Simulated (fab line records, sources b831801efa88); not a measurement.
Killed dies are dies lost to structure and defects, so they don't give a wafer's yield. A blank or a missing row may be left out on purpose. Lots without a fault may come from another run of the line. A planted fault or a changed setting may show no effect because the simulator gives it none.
Which tool did it? | flow gf180mcu | 12 lots, 36 wafers sampled, at 1 step of a route of 602

WHAT THE GAUGES READ, wafer by wafer
GF_STI_THK_MEAS_04.
lot  | measured    | on            | STI_CVD_03_THK (nm)
L893 | day 1 13:37 | film_metro-02 | 210.6 212.1 210.9
L894 | day 1 18:34 | film_metro-04 | 203.4 203.2 205.3
L895 | day 2 01:25 | film_metro-04 | 205.8 206.3 204.8
L898 | day 2 14:37 | film_metro-02 | 204.5 203.9 205.0
L900 | day 3 01:10 | film_metro-04 | 207.9 207.1 206.4
L901 | day 3 06:29 | film_metro-04 | 203.8 203.3 204.8
L902 | day 3 10:34 | film_metro-04 | 210.0 208.4 210.6
L903 | day 3 15:44 | film_metro-04 | 210.4 210.4 209.6
L904 | day 3 20:34 | film_metro-04 | 205.9 207.2 209.0
L913 | day 5 19:18 | film_metro-03 | 209.5 211.4 208.7
L915 | day 6 03:34 | film_metro-04 | 206.6 205.4 207.4
L916 | day 6 08:34 | film_metro-02 | 210.5 210.6 210.8

WHICH TOOL RAN EACH LOT (tool, then ch and the chambers of the sampled wafers, then the start)
The record holds no process step before these readings.

WHAT THE TOOLS THEMSELVES READ (means of the sampled wafers that have a number; where no wafer has one, the mark that the record gives instead)
The record holds no such reading with a usual standard deviation.

THE ANSWER, worked out from the rows above alone
Rule: what is usual is taken from the lots themselves. Put in order of their means at a reading, lots are off if they are a third of the lots or fewer, leave a main group of 4 or more, and stand apart from it by a gap of 3 or more times the standard deviation of the main group's means; of several such gaps the widest counts. A main group whose means are all the same, to the digits that the tables above print for the reading, isn't used. A lot without any number at a reading at which 4 lots or more have one is off too. The other lots that the step has rows for count as sound. The gauges are gone through in route order, then the tools' own readings, and for those a lot's mean is taken as printed above. The first step at which some lot is off is used, and at that step the reading that is off furthest; a lot without a number counts as furthest.
No lot is off at any reading shown: from this, nothing can be told.

WHAT THE SIMULATOR HAD PUT IN
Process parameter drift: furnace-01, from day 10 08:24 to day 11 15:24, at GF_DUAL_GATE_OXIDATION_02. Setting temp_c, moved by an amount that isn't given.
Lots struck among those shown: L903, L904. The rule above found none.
